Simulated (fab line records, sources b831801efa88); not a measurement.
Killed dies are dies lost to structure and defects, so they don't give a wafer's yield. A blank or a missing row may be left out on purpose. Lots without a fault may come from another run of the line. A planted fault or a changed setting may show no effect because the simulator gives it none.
Which tool did it? | flow gf180mcu | 6 lots, 18 wafers sampled, at 2 steps of a route of 602

WHAT THE GAUGES READ, wafer by wafer
GF_SALICIDE_RS_MEAS_04: measures by four-point-probe.
lot  | measured     | on            | SALICIDE_TIN_RS (ohm/sq)
L613 | day 15 22:48 | film_metro-04 | 16.05 16.07 16.10
L615 | day 16 17:25 | film_metro-02 | 16.01 16.41 15.96
L617 | day 17 03:50 | film_metro-04 | 8.49 8.57 8.40
L626 | day 20 13:19 | film_metro-04 | 16.57 16.45 16.41
L630 | day 22 06:35 | film_metro-03 | 16.47 16.24 16.33
L632 | day 22 13:14 | film_metro-03 | 17.09 17.14 16.93

WHICH TOOL RAN EACH LOT (tool, then ch and the chambers of the sampled wafers, then the start)
lot  | GF_SALICIDE_SPUTTER_02
L613 | pvd_sputter-02, day 15 22:44
L615 | pvd_sputter-03, day 16 17:21
L617 | pvd_sputter-03, day 17 03:34
L626 | pvd_sputter-04, day 20 13:16
L630 | pvd_sputter-03, day 22 06:32
L632 | pvd_sputter-04, day 22 13:11
- GF_SALICIDE_SPUTTER_02: material Co, target thk 10 nm, time 20 s.

THE ANSWER, worked out from the rows above alone
Rule: what is usual is taken from the lots themselves. Put in order of their means at a reading, lots are off if they are a third of the lots or fewer, leave a main group of 4 or more, and stand apart from it by a gap of 3 or more times the standard deviation of the main group's means; of several such gaps the widest counts. A main group whose means are all the same, to the digits that the tables above print for the reading, isn't used. A lot without any number at a reading at which 4 lots or more have one is off too. The other lots that the step has rows for count as sound.
Off: L617, at GF_SALICIDE_RS_MEAS_04 (SALICIDE_TIN_RS). The main group: mean 16.42 ohm/sq, standard deviation 0.35.
A tool fits if, at a process step before that reading, it ran every lot that is off, and no sound lot after the first of them. The gauges at GF_SALICIDE_RS_MEAS_04 are tried like those tools. None of those tried fits.

WHAT THE SIMULATOR HAD PUT IN
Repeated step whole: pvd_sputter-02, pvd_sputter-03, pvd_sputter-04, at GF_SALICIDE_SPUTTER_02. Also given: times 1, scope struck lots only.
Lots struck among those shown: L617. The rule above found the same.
